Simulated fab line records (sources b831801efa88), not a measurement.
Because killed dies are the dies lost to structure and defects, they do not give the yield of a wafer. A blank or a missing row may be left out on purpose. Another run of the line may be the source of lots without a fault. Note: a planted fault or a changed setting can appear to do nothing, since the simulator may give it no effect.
Matching of chambers :: flow sky130 :: SKY_CONTACT_CMP_27 on cmp-01: 4 sister chambers
The step polishes, stops on SiO2, t overpolish 15 s, target thk 0 nm. 4 wafers are shown with their chamber, then 7 later ones without.

WAFERS PAIRED WITH THEIR CHAMBERS
wafer: L104.1
chamber: 3
motor-current-A (A): 11.2

wafer: L104.6
chamber: 1
motor-current-A (A): 9.1

wafer: L114.1
chamber: 0
motor-current-A (A): 14.7

wafer: L114.5
chamber: 2
motor-current-A (A): 10.7

WAFERS WITH NO CHAMBER GIVEN
wafer: L114.6
motor-current-A (A): 9.9

wafer: L112.5
motor-current-A (A): 14.0

wafer: L115.1
motor-current-A (A): 11.7

wafer: L115.5
motor-current-A (A): 9.7

wafer: L122.2
motor-current-A (A): 9.6

wafer: L122.3
motor-current-A (A): 14.3

wafer: L122.6
motor-current-A (A): 14.1

WHICH CHAMBER EACH ONE RAN IN
wafer: L114.6
from the rows above: can't be placed: 2 or 1 or 3
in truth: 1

wafer: L112.5
from the rows above: 0
in truth: 0

wafer: L115.1
from the rows above: can't be placed: 3 or 2
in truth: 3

wafer: L115.5
from the rows above: can't be placed: 1 or 2 or 3
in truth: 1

wafer: L122.2
from the rows above: can't be placed: 1 or 2 or 3
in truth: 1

wafer: L122.3
from the rows above: 0
in truth: 0

wafer: L122.6
from the rows above: 0
in truth: 0
Correctly placed: 3 of 7. Unplaceable from these rows: 4, with the true chamber sitting among the candidates in 4. Number placed wrongly: 0.
How it was worked out, from the rows above alone: a wafer's distance from a chamber is the root of the sum, over the readings, of the square of ((its reading less the chamber's mean) divided by the reading's scatter). The wafer belongs to the nearest chamber; if the next one is less than 2 further off, it can't be placed. A chamber's mean is the mean of its shown wafers. The scatter (one wafer shown for each chamber): square how far every hidden wafer sits from the nearest shown wafer, average those squares and take the square root.
